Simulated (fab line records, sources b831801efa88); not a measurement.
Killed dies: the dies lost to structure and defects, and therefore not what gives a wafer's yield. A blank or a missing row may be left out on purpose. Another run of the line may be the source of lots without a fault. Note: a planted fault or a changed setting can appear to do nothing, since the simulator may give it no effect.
A sampling plan put to the test	flow sky130	14 faults told of in these records, all on one fab line, each judged by the records of the lots it struck
The plan consists of the line's own looks: route steps at which the wafer is read by a gauge or an inspection but not changed. A look is open to judgement when struck wafers have a number at it and the file gives its usual mean and standard deviation on fault-free wafers. Caught: at a look after the fault's first step, the mean of the struck wafers lies 4 or more of those standard deviations (sigma) from the usual mean. On the tool: the same test on the tool's own readings at the fault's steps. It also counts as caught if the struck wafers ran another recipe or if their record alone is blank.

THE FAULTS, as the simulator had put them in
1. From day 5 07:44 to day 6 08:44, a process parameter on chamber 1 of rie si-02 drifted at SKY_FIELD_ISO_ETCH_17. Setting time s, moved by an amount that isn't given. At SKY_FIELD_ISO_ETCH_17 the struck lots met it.
2. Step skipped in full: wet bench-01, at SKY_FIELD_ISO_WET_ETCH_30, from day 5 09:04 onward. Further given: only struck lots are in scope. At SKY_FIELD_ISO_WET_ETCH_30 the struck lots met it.
3. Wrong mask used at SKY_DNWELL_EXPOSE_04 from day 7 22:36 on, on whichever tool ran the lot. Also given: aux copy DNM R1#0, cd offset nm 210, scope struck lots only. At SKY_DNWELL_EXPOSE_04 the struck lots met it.
4. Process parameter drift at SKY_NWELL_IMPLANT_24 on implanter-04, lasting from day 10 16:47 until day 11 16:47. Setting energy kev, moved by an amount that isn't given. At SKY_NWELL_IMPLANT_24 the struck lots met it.
5. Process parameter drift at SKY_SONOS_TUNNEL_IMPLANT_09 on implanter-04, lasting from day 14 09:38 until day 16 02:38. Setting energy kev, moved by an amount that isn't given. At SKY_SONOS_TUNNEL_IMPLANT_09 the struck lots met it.
6. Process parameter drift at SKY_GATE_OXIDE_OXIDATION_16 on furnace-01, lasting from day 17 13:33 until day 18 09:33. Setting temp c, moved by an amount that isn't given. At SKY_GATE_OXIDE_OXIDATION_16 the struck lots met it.
7. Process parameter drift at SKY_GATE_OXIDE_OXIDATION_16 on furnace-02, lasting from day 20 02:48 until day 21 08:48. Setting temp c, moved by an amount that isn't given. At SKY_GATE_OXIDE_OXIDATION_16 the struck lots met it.
8. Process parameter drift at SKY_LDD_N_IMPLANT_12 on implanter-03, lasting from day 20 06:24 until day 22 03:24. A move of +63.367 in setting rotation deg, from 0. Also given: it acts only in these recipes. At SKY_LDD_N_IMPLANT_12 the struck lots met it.
9. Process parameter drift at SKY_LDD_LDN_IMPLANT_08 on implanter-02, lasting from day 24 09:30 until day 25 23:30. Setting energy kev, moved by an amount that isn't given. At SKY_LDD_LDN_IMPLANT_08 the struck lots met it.
10. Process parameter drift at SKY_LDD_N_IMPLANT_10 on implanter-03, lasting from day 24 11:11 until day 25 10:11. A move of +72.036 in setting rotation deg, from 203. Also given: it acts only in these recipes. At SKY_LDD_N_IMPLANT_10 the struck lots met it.
11. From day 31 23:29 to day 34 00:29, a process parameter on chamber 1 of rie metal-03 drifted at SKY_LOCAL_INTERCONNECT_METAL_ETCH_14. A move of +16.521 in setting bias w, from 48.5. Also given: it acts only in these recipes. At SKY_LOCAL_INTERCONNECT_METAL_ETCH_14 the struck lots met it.
12. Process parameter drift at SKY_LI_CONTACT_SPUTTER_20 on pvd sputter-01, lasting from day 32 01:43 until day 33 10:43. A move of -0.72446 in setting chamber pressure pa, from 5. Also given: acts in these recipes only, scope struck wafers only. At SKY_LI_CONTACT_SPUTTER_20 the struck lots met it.
13. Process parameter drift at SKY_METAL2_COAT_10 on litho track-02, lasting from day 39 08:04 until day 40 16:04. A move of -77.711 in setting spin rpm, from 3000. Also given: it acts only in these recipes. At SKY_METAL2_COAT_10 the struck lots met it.
14. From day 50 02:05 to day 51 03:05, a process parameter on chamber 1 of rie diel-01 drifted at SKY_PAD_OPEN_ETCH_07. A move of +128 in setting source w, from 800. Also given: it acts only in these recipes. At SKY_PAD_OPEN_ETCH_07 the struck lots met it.

WHAT THE PLAN SAW
fault	on the tool itself	first look that catches it	reading, sigma	median hours from its first step to that look	hours from the fault's start to the first struck lot there	judged looks passed uncaught
1	run length s +7.4 sigma	no look after it can be judged	-	-	-	0
2	the tool's record is blank for the struck wafers	no look after it can be judged	-	-	-	0
3	under 2 sigma	not the one look that can be judged after it	strongest: NWELL_01_OVL at SKY_NWELL_OVL_MEAS_23, +2.3	-	-	1
4	beam energy keV +99 or beyond sigma	no look after it can be judged	-	-	-	0
5	beam energy keV +99 or beyond sigma	not the one look that can be judged after it	-	-	-	1
6	spike tc lower C -9.4 sigma	not the one look that can be judged after it	-	-	-	1
7	tube center temp C -99 or beyond sigma	not the one look that can be judged after it	-	-	-	1
8	rotation deg +99 or beyond sigma	not the one look that can be judged after it	-	-	-	1
9	beam energy keV +99 or beyond sigma	not the one look that can be judged after it	-	-	-	1
10	rotation deg +99 or beyond sigma	no look after it can be judged	-	-	-	0
11	bias w +99 or beyond sigma	not the one look that can be judged after it	-	-	-	1
12	chamber pressure pa -74 sigma	not the one look that can be judged after it	-	-	-	1
13	spin speed rpm -32 sigma	no look after it can be judged	-	-	-	0
14	rf fwd power W +52 sigma	no look after it can be judged	-	-	-	0
A dash: the fault isn't caught, or these records don't give the number.

Caught at a look: 0 of 14. Caught on the tool: 13 of 14. By one or the other: 13 of 14.
Caught on the tool alone: faults 1, 2, 4, 5, 6, 7, 8, 9, 10, 11, 12, 13, 14.
Caught by neither: fault 3.
